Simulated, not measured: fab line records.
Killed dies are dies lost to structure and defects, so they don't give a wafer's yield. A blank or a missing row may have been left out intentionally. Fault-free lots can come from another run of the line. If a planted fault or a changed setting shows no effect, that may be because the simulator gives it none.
The tool behind it: which one? || flow sky130 || 18 wafers from 6 lots sampled at 3 of the route's 708 steps

== WHAT THE GAUGES SHOWED, per wafer ==
SKY_METAL5_RS_MEAS_05: the measuring method here is four-point-probe.
{"lot": "L204", "measured": "day 42 21:29", "on": "film-metro-03", "METAL5_ALCU_RS (ohm/sq)": "0.0271 0.0263 0.0270"}
{"lot": "L207", "measured": "day 43 21:25", "on": "film-metro-03", "METAL5_ALCU_RS (ohm/sq)": "0.0271 0.0269 0.0268"}
{"lot": "L209", "measured": "day 44 07:14", "on": "film-metro-04", "METAL5_ALCU_RS (ohm/sq)": "0.0272 0.0274 0.0263"}
{"lot": "L215", "measured": "day 46 00:10", "on": "film-metro-04", "METAL5_ALCU_RS (ohm/sq)": "0.0273 0.0273 0.0273"}
{"lot": "L223", "measured": "day 47 22:38", "on": "film-metro-04", "METAL5_ALCU_RS (ohm/sq)": "0.0276 0.0273 0.0275"}
{"lot": "L225", "measured": "day 47 23:53", "on": "film-metro-03", "METAL5_ALCU_RS (ohm/sq)": "0.0274 0.0271 0.0274"}

== WHAT TOOL EACH LOT RAN ON (gives the tool, then ch and the chambers of the sampled wafers, and finally the start) ==
{"lot": "L204", "SKY_FIELD_ISO_CMP_27": "cmp-01 ch 0,2,3, day 2 15:26", "SKY_VIA4_CMP_02": "cmp-01 ch 1,2,3, day 41 20:10"}
{"lot": "L207", "SKY_FIELD_ISO_CMP_27": "cmp-01 ch 0,1, day 3 00:11", "SKY_VIA4_CMP_02": "cmp-02 ch 2,3, day 42 19:35"}
{"lot": "L209", "SKY_FIELD_ISO_CMP_27": "cmp-01 ch 1,2, day 3 08:35", "SKY_VIA4_CMP_02": "cmp-02 ch 1,2,3, day 43 07:34"}
{"lot": "L215", "SKY_FIELD_ISO_CMP_27": "cmp-02 ch 1,2,3, day 4 19:29", "SKY_VIA4_CMP_02": "cmp-01 ch 1,3, day 45 00:18"}
{"lot": "L223", "SKY_FIELD_ISO_CMP_27": "cmp-01 ch 1,2, day 6 15:58", "SKY_VIA4_CMP_02": "cmp-01 ch 0,2,3, day 47 01:11"}
{"lot": "L225", "SKY_FIELD_ISO_CMP_27": "cmp-01 ch 1,2, day 6 23:02", "SKY_VIA4_CMP_02": "cmp-02 ch 1,2,3, day 47 02:19"}
- SKY_FIELD_ISO_CMP_27: polishes, stops on Si3N4, t overpolish 16 s, target thk 457.8 nm.
- SKY_VIA4_CMP_02: polishes SiO2.

== THE ANSWER, worked out from the rows above alone ==
Rule: what is usual is taken from the lots themselves. The widest of any qualifying gaps counts: lots, ordered by their means at a reading, are off when they make up no more than a third of the lots, leave a main group of 4 or more, and stand apart from it by 3 or more times the standard deviation of that group's means. Not used: any main group whose means are identical at the precision the tables above print for the reading. Also off: a lot with no number at a reading for which 4 or more lots have one. Where the step has rows for the other lots, those lots are counted as sound.
No lot is off on any of the readings shown, so nothing can be concluded from this.

== WHAT HAD BEEN PUT IN BY THE SIMULATOR ==
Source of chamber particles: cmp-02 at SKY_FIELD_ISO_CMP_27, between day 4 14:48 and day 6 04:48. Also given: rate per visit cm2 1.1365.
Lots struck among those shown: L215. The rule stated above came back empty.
